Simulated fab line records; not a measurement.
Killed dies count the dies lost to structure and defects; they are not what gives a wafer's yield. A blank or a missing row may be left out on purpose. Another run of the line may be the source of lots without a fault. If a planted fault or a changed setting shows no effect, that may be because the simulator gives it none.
fab line records ; flow sky130
[record] lots = 6; wafers = 18; lastDay = 50
route steps=708 shown VIA2@521 METAL3@532 PAD_OPEN@708
lots with no fault: from the same line, run without faults
startH: start of the lot's first displayed wafer, in hours after the record's first day ; waitH: hours elapsed since this lot's preceding step ; " unchanged from the row above ; L1.1+2: one row covering several wafers at once ; - no value, or no start given ; * or withheld: withheld ; < > ~ a bound
route shown NAME@n: names a module that has steps shown in the file, with the first one's number in the route ; usual: mean and standard deviation over wafers with no fault ; same: alike in all rows ; chamber/n: place in a boat ; sites: per-site readings ; _std_site: the standard deviation of these ; _edge_site: inner sites' mean taken away from outer sites' mean ; radiusMm: how far each site lies from the wafer's centre ; mask NAME#n: copy n ; behind: tool/chamber where the wafer was last shaped ; hold: the reason the lot was held/the length of the hold in hours/how it ended ; device: the n, p or np transistor that did not switch ; end of line: the same wafers' tests at the end of the route ; a step without rows: its recipe alone ; killed: dies that structure and defects cost at the first sort, which is not the same as the wafer's yield ; map: per-die view of a wafer (x killed, . not killed, _ where there is no die)
set.NAME: the setting as run; set.NAME@STEP: as run at that earlier step ; model.NAME: the simulator's own value behind a step, which no gauge read
lots at selected steps of the route; one table per step, one row per wafer
services: the hour from which a tool's chamber was out of use, counted from the record's first day as startH (under 0 if before that day), plus the number of hours and why
[[steps]]
[step SKY_VIA2_ETCH_14]
[recipe] chemistry = N2/H2; target = BARC; ionEnergyEv = 200; sourceW = 500; biasW = 100; pressureMtorr = 30; n2FlowSccm = 100; h2FlowSccm = 200; stopOn = SiO2; timeS = 45.9; targetDepthA = 600
[usual] drypumpMotorCurrentA = 5.5/0.39; oesProductAu = 0.856/0.0046; throttleValvePct = 13.226/0.01
[same] timeS = 45.9
lot.wafer;tool;chamber;startH;waitH;drypumpMotorCurrentA;oesProductAu;rfHoursCounterH;throttleValvePct
L456.2;rieDiel-02;0;848.55;0.0;6.1;0.852;25;13.242
L456.4;rieDiel-02;2;848.55;0.0;5.7;0.854;4;13.217
L456.6;rieDiel-02;1;848.55;0.0;5.7;0.860;-;13.218
L463.1;rieDiel-01;2;917.85;0.0;5.9;0.865;18;13.228
L463.3;rieDiel-01;3;917.85;0.0;5.6;0.866;18;13.230
L463.6;rieDiel-01;0;917.85;0.0;5.7;0.851;-;13.216
L470.1;rieDiel-01;1;951.37;0.0;4.8;0.862;12;13.213
L470.2;rieDiel-01;3;951.37;0.0;5.6;0.866;19;13.232
L470.3;rieDiel-01;2;951.37;0.0;5.9;0.854;19;13.223
L469.2;rieDiel-04;3;954.62;0.0;5.3;0.854;8;13.209
L469.4;rieDiel-04;2;954.62;0.0;5.8;0.851;5;13.212
L469.6;rieDiel-04;1;954.62;0.0;5.5;0.849;-;13.208
L471.1;rieDiel-04;1;959.92;0.0;5.5;0.856;14;13.208
L471.3;rieDiel-04;2;959.92;0.0;5.8;0.856;5;13.224
L471.6;rieDiel-04;0;959.92;0.0;4.8;0.855;-;13.221
L477.2;rieDiel-02;2;998.31;0.0;5.7;0.861;10;13.237
L477.3;rieDiel-02;3;998.31;0.0;5.0;0.855;4;13.234
L477.5;rieDiel-02;2;998.31;0.0;5.7;0.859;-;13.218
[step SKY_VIA2_ETCH_15]
[recipe] target = SiO2; chemistry = C4F8/O2/Ar; targetDepthNm = 546; stopOn = TiN; maskMaterial = KrF-thick; sourceW = 1500; biasW = 1200; pressureMtorr = 40; c4f8FlowSccm = withheld; O2_flow_sccm = 6; Ar_flow_sccm = 300; timeS = 84
[usual] oesProductAu = 0.939/0.0047
[same] timeS = 84
lot.wafer;tool;chamber;startH;waitH;oesProductAu;rfHoursCounterH
L456.2;rieDiel-02;0;848.60;0.0;0.937;25
L456.4;rieDiel-02;2;848.60;0.0;0.936;4
L456.6;rieDiel-02;1;848.60;0.0;0.932;-
L463.1;rieDiel-01;2;917.89;0.0;0.936;18
L463.3;rieDiel-01;3;917.89;0.0;0.937;18
L463.6;rieDiel-01;0;917.89;0.0;0.936;-
L470.1;rieDiel-01;1;951.42;0.0;0.939;12
L470.2;rieDiel-01;3;951.42;0.0;0.943;19
L470.3;rieDiel-01;2;951.42;0.0;0.939;19
L469.2;rieDiel-04;3;954.67;0.0;0.933;8
L469.4;rieDiel-04;2;954.67;0.0;0.935;5
L469.6;rieDiel-04;1;954.67;0.0;0.944;-
L471.1;rieDiel-04;1;959.97;0.0;0.934;15
L471.3;rieDiel-04;2;959.97;0.0;0.945;5
L471.6;rieDiel-04;0;959.97;0.0;0.936;-
L477.2;rieDiel-02;2;998.35;0.0;0.936;10
L477.3;rieDiel-02;3;998.35;0.0;0.935;4
L477.5;rieDiel-02;2;998.35;0.0;0.939;-
[step SKY_VIA2_STRIP_16]
[recipe] chemistry = O2/N2; powerW = 1400; pressureMtorr = 1500; platenTempC = withheld; o2FlowSccm = 3000; n2FlowSccm = 300; overashFraction = 0.5
[step SKY_VIA2_STRIP_17]
[recipe] chemistry = postEtchResidueRemover; timeS = 1200; tempC = 72.5
[step SKY_VIA2_CLEAN_18]
[recipe] chemistry = IPA; timeS = 180; tempC = 25
[step SKY_VIA2_CLEAN_19]
[recipe] chemistry = O3/DIW; dry = n2Spin
[step SKY_VIA2_SPUTTER_20]
[recipe] material = TiN; targetThkNm = 20; chamberPressurePa = 5; powerW = 3875; timeS = 80
[usual] cathodeDcPowerW = 3875.0/0.71; chamberPressurePa = 4.999/0.0095; throttleValvePct = 30.2/0.79
[same] timeS = 80
lot.wafer;tool;chamber;startH;waitH;cathodeDcPowerW;chamberPressurePa;throttleValvePct
L456.2;pvdSputter-03;-;849.25;0.0;3874.9;4.969;29.7
L456.4;pvdSputter-03;-;849.25;0.0;3874.5;4.984;30.6
L456.6;pvdSputter-03;-;849.25;0.0;3875.9;5.012;29.6
L463.1;pvdSputter-03;-;918.55;0.0;3874.6;5.001;29.6
L463.3;pvdSputter-03;-;918.55;0.0;3875.1;4.980;30.5
L463.6;pvdSputter-03;-;918.55;0.0;3874.3;4.991;30.2
L470.1;pvdSputter-01;-;952.07;0.0;3875.6;4.991;29.8
L470.2;pvdSputter-01;-;952.07;0.0;3874.4;4.992;29.4
L470.3;pvdSputter-01;-;952.07;0.0;3875.1;5.006;30.7
L469.2;pvdSputter-01;-;955.33;0.0;3876.7;5.002;30.7
L469.4;pvdSputter-01;-;955.33;0.0;3875.6;4.997;31.1
L469.6;pvdSputter-01;-;955.33;0.0;3874.8;4.994;31.3
L471.1;pvdSputter-01;-;960.62;0.0;3875.8;4.991;31.0
L471.3;pvdSputter-01;-;960.62;0.0;3874.5;5.017;29.3
L471.6;pvdSputter-01;-;960.62;0.0;3874.2;4.993;29.7
L477.2;pvdSputter-04;-;999.01;0.0;3874.7;4.994;29.4
L477.3;pvdSputter-04;-;999.01;0.0;3874.1;4.993;28.3
L477.5;pvdSputter-04;-;999.01;0.0;3875.0;5.001;29.5
[step SKY_VIA2_CVD_21]
[recipe] material = W; targetThkNm = 420; timeS = 126.4; tempC = 400; pressureTorr = 40
[step SKY_VIA2_RS_MEAS_22]
[recipe] thkMeasGauge = four-point-probe; reads = W_of_VIA2_CVD_21+TiN_of_VIA2_SPUTTER_20
[usual] VIA2_W_RS = 0.2728/0.0029
lot.wafer;tool;chamber;startH;waitH;VIA2_W_RS[ohm/sq]
L456.2;filmMetro-04;-;849.46;0.1;0.2729
L456.4;filmMetro-04;-;849.46;0.1;0.2735
L456.6;filmMetro-04;-;849.46;0.1;0.2718
L463.1;filmMetro-04;-;918.74;0.1;0.2691
L463.3;filmMetro-04;-;918.74;0.1;0.2729
L463.6;filmMetro-04;-;918.74;0.1;0.2677
L470.1;filmMetro-04;-;952.26;0.1;0.2733
L470.2;filmMetro-04;-;952.26;0.1;0.2716
L470.3;filmMetro-04;-;952.26;0.1;0.2766
L469.2;filmMetro-04;-;955.54;0.1;0.2721
L469.4;filmMetro-04;-;955.54;0.1;0.2714
L469.6;filmMetro-04;-;955.54;0.1;0.2713
L471.1;filmMetro-01;-;960.81;0.1;0.2787
L471.3;filmMetro-01;-;960.81;0.1;0.2743
L471.6;filmMetro-01;-;960.81;0.1;0.2752
L477.2;filmMetro-04;-;999.22;0.1;0.2739
L477.3;filmMetro-04;-;999.22;0.1;0.2726
L477.5;filmMetro-04;-;999.22;0.1;0.2713
[step SKY_VIA2_THK_MEAS_23]
[recipe] thkMeasGauge = xrf; reads = W_of_VIA2_CVD_21
[usual] VIA2_W_THK = 419/5
lot.wafer;tool;chamber;startH;waitH;VIA2_W_THK[nm]
L456.2;filmMetro-04;-;849.57;0.1;424
L456.4;filmMetro-04;-;849.57;0.1;420
L456.6;filmMetro-04;-;849.57;0.1;424
L463.1;filmMetro-04;-;918.86;0.1;425
L463.3;filmMetro-04;-;918.86;0.1;419
L463.6;filmMetro-04;-;918.86;0.1;427
L470.1;filmMetro-04;-;952.38;0.1;417
L470.2;filmMetro-04;-;952.38;0.1;426
L470.3;filmMetro-04;-;952.38;0.1;413
L469.2;filmMetro-04;-;955.65;0.1;420
L469.4;filmMetro-04;-;955.65;0.1;420
L469.6;filmMetro-04;-;955.65;0.1;426
L471.1;filmMetro-01;-;960.93;0.1;409
L471.3;filmMetro-01;-;960.93;0.1;416
L471.6;filmMetro-01;-;960.93;0.1;411
L477.2;filmMetro-04;-;999.33;0.1;414
L477.3;filmMetro-04;-;999.33;0.1;417
L477.5;filmMetro-04;-;999.33;0.1;421
[step SKY_VIA2_CMP_24]
[recipe] stopOn = SiO2; tOverpolishS = 20; downForcePsi = 3.5; platenRpm = 60; targetThkNm = 0; padVelocityMS = 0.94248
[usual] headPressurePsi = 3.500/0.0075; motorCurrentA = 10.8/0.89; overpolishRunS = 19.999/0.0086; timeToEndpointS = 99.6/3
lot.wafer;tool;chamber;startH;waitH;headPressurePsi;motorCurrentA;overpolishRunS;timeToEndpointS
L456.4;cmp-01;0;849.62;0.0;3.508;10.9;19.992;96.3
L456.2;cmp-01;3;849.62;0.0;3.493;11.4;19.991;98.2
L456.6;cmp-01;1;849.62;0.0;3.499;9.9;20.005;97.1
L463.1;cmp-01;3;924.99;6.1;3.507;11.5;19.986;97.5
L463.3;cmp-01;1;924.99;6.1;3.503;9.3;19.995;97.2
L463.6;cmp-01;3;924.99;6.1;3.508;10.6;19.997;99.2
L470.2;cmp-01;0;952.44;0.0;3.496;10.5;20.008;102.6
L470.1;cmp-01;2;952.44;0.0;3.493;11.6;20.007;100.8
L470.3;cmp-01;3;952.44;0.0;3.506;11.2;20.008;101.3
L469.2;cmp-01;2;955.88;0.2;3.498;11.7;20.006;102.8
L469.4;cmp-01;3;955.88;0.2;3.498;11.0;19.986;105.1
L469.6;cmp-01;3;955.88;0.2;3.482;11.4;19.981;102.6
L471.1;cmp-01;1;960.99;0.1;3.496;9.7;19.996;97.4
L471.3;cmp-01;3;960.99;0.1;3.512;11.5;19.982;95.3
L471.6;cmp-01;2;960.99;0.1;3.515;11.4;20.010;97.6
L477.3;cmp-02;3;999.43;0.1;3.505;11.7;20.006;104.3
L477.2;cmp-02;0;999.43;0.1;3.503;10.0;19.999;101.6
L477.5;cmp-02;2;999.43;0.1;3.497;9.7;20.013;99.8
[step SKY_METAL3_SPUTTER_00]
[recipe] material = Ti; targetThkNm = 15; powerW = 3000; timeS = 10; chamberPressurePa = 0.4
[usual] cathodeDcPowerW = 3000.1/0.5; chamberPressurePa = 0.4000/0.00093; throttleValvePct = 29.9/0.88
[same] timeS = 10
lot.wafer;tool;chamber;startH;waitH;cathodeDcPowerW;chamberPressurePa;throttleValvePct
L456.2;pvdSputter-02;-;849.92;0.1;3000.1;0.3994;29.3
L456.4;pvdSputter-02;-;849.92;0.1;3000.4;0.3992;30.5
L456.6;pvdSputter-02;-;849.92;0.1;2999.8;0.3990;29.7
L463.1;pvdSputter-04;-;925.29;0.2;2999.8;0.3986;31.5
L463.3;pvdSputter-04;-;925.29;0.2;2999.5;0.3999;29.2
L463.6;pvdSputter-04;-;925.29;0.2;3000.3;0.4001;30.4
L470.1;pvdSputter-04;-;952.74;0.1;2999.9;0.3992;29.4
L470.2;pvdSputter-04;-;952.74;0.1;2999.4;0.3998;28.3
L470.3;pvdSputter-04;-;952.74;0.1;3000.8;0.4006;31.4
L469.2;pvdSputter-02;-;956.18;0.2;2999.8;0.4015;29.3
L469.4;pvdSputter-02;-;956.18;0.2;2999.6;0.4009;30.4
L469.6;pvdSputter-02;-;956.18;0.2;3000.3;0.3990;28.7
L471.1;pvdSputter-04;-;961.29;0.2;3000.6;0.4002;31.6
L471.3;pvdSputter-04;-;961.29;0.2;2999.9;0.4003;30.6
L471.6;pvdSputter-04;-;961.29;0.2;3000.6;0.4009;28.6
L477.2;pvdSputter-02;-;999.68;0.1;2999.8;0.3989;29.8
L477.3;pvdSputter-02;-;999.68;0.1;3000.3;0.3994;28.9
L477.5;pvdSputter-02;-;999.68;0.1;2999.3;0.3990;29.5
[step SKY_METAL3_SPUTTER_01]
[recipe] material = TiN; targetThkNm = 20; powerW = 6500; timeS = 16.7; chamberPressurePa = 0.4
[usual] cathodeDcPowerW = 6499.9/1.1; chamberPressurePa = 0.4000/0.00076; throttleValvePct = 29.9/0.89
lot.wafer;tool;chamber;startH;waitH;cathodeDcPowerW;chamberPressurePa;throttleValvePct;model.TiN_of_METAL3_SPUTTER_01.thkNm
L456.2;pvdSputter-02;-;849.95;0.0;6500.5;0.3997;29.1;20.11
L456.4;pvdSputter-02;-;849.95;0.0;6501.0;0.4001;30.6;20.14
L456.6;pvdSputter-02;-;849.95;0.0;6501.5;0.4011;29.8;19.89
L463.1;pvdSputter-04;-;925.32;0.0;6499.3;0.4002;31.6;19.96
L463.3;pvdSputter-04;-;925.32;0.0;6498.8;0.4004;29.5;19.99
L463.6;pvdSputter-04;-;925.32;0.0;6499.3;0.4007;30.2;20.13
L470.1;pvdSputter-04;-;952.76;0.0;6501.3;0.3996;29.4;13.77
L470.2;pvdSputter-04;-;952.76;0.0;6500.6;0.4010;28.5;14.09
L470.3;pvdSputter-04;-;952.76;0.0;6499.4;0.3995;31.4;13.87
L469.2;pvdSputter-02;-;956.20;0.0;6500.2;0.3998;29.3;20.01
L469.4;pvdSputter-02;-;956.20;0.0;6497.0;0.4019;30.2;19.95
L469.6;pvdSputter-02;-;956.20;0.0;6499.8;0.4001;28.7;19.85
L471.1;pvdSputter-04;-;961.31;0.0;6500.0;0.4011;31.4;13.95
L471.3;pvdSputter-04;-;961.31;0.0;6500.2;0.3991;30.6;14.04
L471.6;pvdSputter-04;-;961.31;0.0;6498.5;0.4007;28.7;14.19
L477.2;pvdSputter-02;-;999.70;0.0;6498.8;0.3998;29.7;19.78
L477.3;pvdSputter-02;-;999.70;0.0;6499.8;0.3997;29.1;19.84
L477.5;pvdSputter-02;-;999.70;0.0;6499.6;0.3987;29.6;20
[step SKY_METAL3_SPUTTER_02]
[recipe] material = AlCu; targetThkNm = 735; powerW = 10600; timeS = 39.1; chamberPressurePa = 0.4
[step SKY_PAD_OPEN_PROBE_99]
[usual] defectLimitedYield = 82.2/1.8; killed_at_M0_to_M3 = 44/7.1; killed_at_M4_up = 3.1/1.9; killedAtContacts = 25/5.8; killedAtFrontEnd = 16/4.5; killedAtOther = 0.3/0.52; killedDies = 88/9.1; killedOpen = 48/6.8; killedShort = 39/5.8; sort_bin_3_pad_short = 0.9/0.4; sort_bin_5_function = 10.6/1.4; sort_bin_6_memory = 6.3/1.1; sortNPass = 404/9.1; sortYieldPct = 82.2/1.8
[same] grossDies = 492; killedAtBackSide = 0; sort_bin_4_leakage[%] = 0; sort_bin_8_speed[%] = 0
lot.wafer;tool;chamber;startH;waitH;defectLimitedYield[%];killed_at_M0_to_M3;killed_at_M4_up;killedAtContacts;killedAtFrontEnd;killedAtOther;killedDies;killedOpen;killedShort;sort_bin_3_pad_short[%];sort_bin_5_function[%];sort_bin_6_memory[%];sortNPass;sortYieldPct[%]
L456.2;prober-01;-;1077.46;0.1;84.1;40;2;24;12;0;78;47;30;0.8;8.3;6.7;414;84.1
L456.4;prober-01;-;1077.56;0.2;86.0;37;2;15;14;1;69;32;36;0.4;7.7;5.9;423;86.0
L456.6;prober-01;-;1077.66;0.2;85.6;38;0;23;9;1;71;43;28;0.8;6.9;6.7;421;85.6
L469.2;prober-01;-;1161.17;0.1;81.3;49;7;26;9;1;92;47;45;0.6;11.8;6.3;400;81.3
L469.4;prober-01;-;1161.27;0.2;81.5;55;1;20;15;0;91;44;47;1.2;10.2;7.1;401;81.5
L469.6;prober-01;-;1161.37;0.2;80.9;49;2;23;18;2;94;55;39;0.8;11.8;6.5;398;80.9
// killed by level:class
L456.2 CONTACT:geometricParticle:open=14 VIA1:geometricParticle:open=13 VIA1:geometricParticle:short=7 FIELD_ISO:geometricParticle:open=5 POLY_GATE:geometricParticle:short=5 METAL2:geometricParticle:short=5 VIA3:geometricParticle:open=5 LI_CONTACT:geometricParticle:short=3
L456.4 VIA3:geometricParticle:open=8 FIELD_ISO:geometricParticle:short=6 VIA2:geometricParticle:open=6 LI_CONTACT:geometricParticle:open=5 VIA1:geometricParticle:short=5 METAL2:geometricParticle:short=5 METAL1:geometricParticle:short=4 CONTACT:geometricParticle:open=4
L456.6 CONTACT:geometricParticle:open=11 VIA1:geometricParticle:open=9 METAL2:geometricParticle:short=5 VIA2:geometricParticle:open=5 FIELD_ISO:geometricParticle:short=4 METAL1:geometricParticle:open=4 METAL1:geometricParticle:short=4 VIA1:geometricParticle:short=4
L469.2 CONTACT:geometricParticle:open=11 VIA1:geometricParticle:open=8 VIA3:geometricParticle:open=8 VIA2:geometricParticle:open=6 METAL2:geometricParticle:short=5 VIA1:geometricParticle:short=5 VIA3:geometricParticle:short=5 LI_CONTACT:geometricParticle:short=5
L469.4 VIA1:geometricParticle:open=12 VIA2:geometricParticle:open=10 CONTACT:geometricParticle:open=8 FIELD_ISO:geometricParticle:short=6 CONTACT:geometricParticle:short=6 VIA1:geometricParticle:short=6 METAL2:geometricParticle:short=6 VIA2:geometricParticle:short=6
L469.6 VIA3:geometricParticle:open=12 LI_CONTACT:geometricParticle:open=10 VIA1:geometricParticle:open=8 VIA2:geometricParticle:open=7 METAL1:geometricParticle:short=6 CONTACT:geometricParticle:open=5 FIELD_ISO:geometricParticle:open=4 POLY_GATE:geometricParticle:short=4
[[services]]
tool;chamber;startH;hours;kind
rieDiel-04;0;841.54;22.2;repair
cmp-02;-;851.36;11.3;repair
pvdSputter-02;2;854.70;-;consumableReplace:kit
pvdSputter-02;2;854.70;18.0;scheduledDown
pvdSputter-02;2;854.70;18.0;ventCycle
rieDiel-02;0;865.92;7.0;repair
cmp-02;-;870.86;1.5;repair
pvdSputter-04;-;880.99;3.0;repair
rieDiel-01;1;888.62;16.4;repair
cmp-01;-;889.07;2.8;repair
cmp-02;-;895.24;4.6;pm
pvdSputter-04;-;909.13;11.2;repair
cmp-01;-;917.69;4.0;pm
cmp-01;-;921.69;-;consumableReplace:conditioner
pvdSputter-04;0;932.06;-;consumableReplace:kit
pvdSputter-04;0;932.06;18.0;scheduledDown
pvdSputter-04;0;932.06;18.0;ventCycle
cmp-01;-;937.71;2.2;repair
rieDiel-01;1;956.50;1.6;repair
rieDiel-04;3;959.43;5.1;repair
pvdSputter-04;-;968.50;10.7;repair
pvdSputter-04;-;974.16;22.1;repair
rieDiel-04;2;981.30;12.8;repair
rieDiel-01;2;989.92;17.1;repair
[[key]]
firstSign none at tools or gauges
[modelEffect] step = SKY_METAL3_SPUTTER_01; value = TiN_of_METAL3_SPUTTER_01.thkNm; without = 20.12; struck = 13.98
metAt SKY_METAL3_SPUTTER_01
struckWafers L470.1,L470.2,L470.3,L471.1,L471.3,L471.6
onsetBetween 925.32 952.76
alsoFits SKY_METAL3_SPUTTER_00:pvdSputter-04
[fault] kind = processParameterDrift; tool = pvdSputter-04; chamber = -; onsetH = 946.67; steps = SKY_METAL3_SPUTTER_01; channel = targetThkNm; offset = -6.1357; shape = step; endH = 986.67; actsIn = theseRecipesOnly; stated = 20
